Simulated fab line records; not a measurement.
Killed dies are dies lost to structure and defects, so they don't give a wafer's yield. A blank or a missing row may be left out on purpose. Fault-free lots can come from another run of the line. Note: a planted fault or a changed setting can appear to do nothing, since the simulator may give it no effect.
Which tool was responsible?    flow sky130    39 wafers from 13 lots sampled at 5 of the route's 708 steps

WHAT EACH GAUGE READ, for each wafer
SKY_SONOS_TUNNEL_CD_MEAS_07: target cd 410 nm.
lot   measured      on         cd_nm (nm)
L232  day 11 13:42  cd_sem-01  413.3 413.0 413.4
L235  day 12 16:31  cd_sem-02  412.4 409.8 410.2
L237  day 13 03:58  cd_sem-01  409.1 408.8 408.9
L238  day 13 12:04  cd_sem-02  409.9 407.5 405.0
L239  day 14 00:13  cd_sem-02  407.8 408.9 408.4
L240  day 14 05:56  cd_sem-01  413.1 412.5 414.9
L241  day 14 09:13  cd_sem-01  407.8 408.1 405.8
L243  day 15 08:56  cd_sem-02  408.9 409.0 411.6
L251  day 17 19:38  cd_sem-01  410.2 412.8 413.2
L252  day 18 04:30  cd_sem-02  411.0 410.8 410.5
L253  day 18 11:26  cd_sem-02  415.3 414.2 415.6
L254  day 18 20:35  cd_sem-02  412.3 411.5 412.3
L255  day 18 23:55  cd_sem-01  410.2 407.4 410.9

SKY_SONOS_TUNNEL_TW_MEAS_12.
lot   measured      on             SONOS_TUNNEL_TW
L232  day 11 14:17  film_metro-04  199.6 199.8 199.3
L235  day 12 17:05  film_metro-03  196.4 197.2 198.1
L237  day 13 04:32  film_metro-03  198.9 198.6 199.5
L238  day 13 12:53  film_metro-03  198.4 197.8 198.9
L239  day 14 00:47  film_metro-02  197.9 197.4 197.0
L240  day 14 06:29  film_metro-04  198.9 198.8 199.4
L241  day 14 09:48  film_metro-04  198.5 199.6 200.6
L243  day 15 09:30  film_metro-02  197.7 197.9 196.6
L251  day 17 20:11  film_metro-04  199.4 199.9 199.2
L252  day 18 05:03  film_metro-03  198.6 198.3 197.9
L253  day 18 12:00  film_metro-02  198.5 197.8 197.8
L254  day 18 21:09  film_metro-04  199.5 199.3 199.4
L255  day 19 00:29  film_metro-03  198.8 199.4 199.6

SKY_SONOS_ONO_THK_MEAS_03.
lot   measured      on             SONOS_ONO_CVD_02_THK (nm)
L232  day 11 18:08  film_metro-04  10.57 10.68 10.50
L235  day 12 20:34  film_metro-03  10.23 10.30 10.29
L237  day 13 07:13  film_metro-01  10.41 10.41 10.38
L238  day 13 16:35  film_metro-04  10.39 10.31 10.52
L239  day 14 05:35  film_metro-01  10.63 10.68 10.58
L240  day 14 10:59  film_metro-03  10.23 10.52 10.48
L241  day 14 13:49  film_metro-01  10.37 10.35 10.38
L243  day 15 14:30  film_metro-03  10.53 10.42 10.60
L251  day 17 22:52  film_metro-04  10.64 10.37 10.41
L252  day 18 07:37  film_metro-04  10.59 10.43 10.39
L253  day 18 15:07  film_metro-01  10.46 10.44 10.48
L254  day 19 01:50  film_metro-04  10.44 10.46 10.54
L255  day 19 06:58  film_metro-01  10.64 10.75 10.72

SKY_GATE_OXIDE_TW_MEAS_14.
lot   measured      on             GATE_OXIDE_TW
L232  day 14 00:01  film_metro-02  225.1 225.5 224.6
L235  day 15 04:59  film_metro-04  225.8 226.0 225.3
L237  day 15 16:18  film_metro-04  226.9 224.7 225.8
L238  day 16 01:34  film_metro-01  226.8 225.7 225.7
L239  day 16 16:08  film_metro-02  223.0 225.7 224.5
L240  day 16 23:23  film_metro-04  226.0 226.6 226.9
L241  day 17 02:21  film_metro-02  217.5 218.4 217.2
L243  day 18 04:44  film_metro-04  216.9 217.2 217.5
L251  day 20 17:26  film_metro-02  226.6 226.9 226.1
L252  day 21 01:53  film_metro-01  226.3 224.2 225.2
L253  day 21 09:02  film_metro-02  223.0 224.5 224.3
L254  day 21 20:36  film_metro-01  225.8 226.5 226.9
L255  day 22 01:57  film_metro-01  226.6 226.9 227.1

EACH LOT AND THE TOOL THAT RAN IT (in order: tool; ch and the chambers of the sampled wafers; start)
lot   SKY_GATE_OXIDE_IMPLANT_11
L232  implanter-03 ch 0, day 13 23:40
L235  implanter-01 ch 0, day 15 04:38
L237  implanter-03 ch 0, day 15 15:56
L238  implanter-03 ch 0, day 16 01:13
L239  implanter-02 ch 0, day 16 15:47
L240  implanter-02 ch 0, day 16 22:56
L241  implanter-02 ch 0, day 17 01:53
L243  implanter-02 ch 0, day 18 04:23
L251  implanter-02 ch 0, day 20 17:05
L252  implanter-02 ch 0, day 21 01:34
L253  implanter-02 ch 0, day 21 08:41
L254  implanter-01 ch 0, day 21 20:16
L255  implanter-02 ch 0, day 22 01:35
- SKY_GATE_OXIDE_IMPLANT_11

WHAT THE TOOLS THEMSELVES READ (means of the sampled wafers that have a number; where no wafer has one, the mark that the record gives instead)
SKY_GATE_OXIDE_IMPLANT_11.
lot   tool          beam_energy_keV
L232  implanter-03  9.998
L235  implanter-01  9.998
L237  implanter-03  10.000
L238  implanter-03  10.000
L239  implanter-02  10.002
L240  implanter-02  9.993
L241  implanter-02  8.474
L243  implanter-02  8.474
L251  implanter-02  9.998
L252  implanter-02  9.999
L253  implanter-02  10.004
L254  implanter-01  10.002
L255  implanter-02  10.004

THE ANSWER, worked out from the rows above alone
Rule: the usual values come from the lots themselves. Put in order of their means at a reading, lots are off if they are a third of the lots or fewer, leave a main group of 4 or more, and stand apart from it by a gap of 3 or more times the standard deviation of the main group's means; of several such gaps the widest counts. The tables above print the reading to a certain number of digits; a main group whose means all agree to those digits is not used. A lot without any number at a reading at which 4 lots or more have one is off too. Any other lot the step has rows for is counted as sound. After the gauges, taken in route order, come the tools' own readings; for these a lot's mean is taken, as printed above. At the first step where some lot is off, the reading lying furthest off is the one used; lots without a number count as furthest.
Off: L241, L243, at SKY_GATE_OXIDE_TW_MEAS_14 (GATE_OXIDE_TW). Main group: mean 225.7, sd 0.89.
If a tool, at a process step before that reading, ran all the lots that are off and no sound lot after the first of them, it fits. The gauges at SKY_GATE_OXIDE_TW_MEAS_14 aren't tried: what is off there is off at SKY_GATE_OXIDE_IMPLANT_11 too, on other tools, and a gauge's error can't cause that. Not one of the candidates tried fits.

WHAT THE SIMULATOR PUT IN
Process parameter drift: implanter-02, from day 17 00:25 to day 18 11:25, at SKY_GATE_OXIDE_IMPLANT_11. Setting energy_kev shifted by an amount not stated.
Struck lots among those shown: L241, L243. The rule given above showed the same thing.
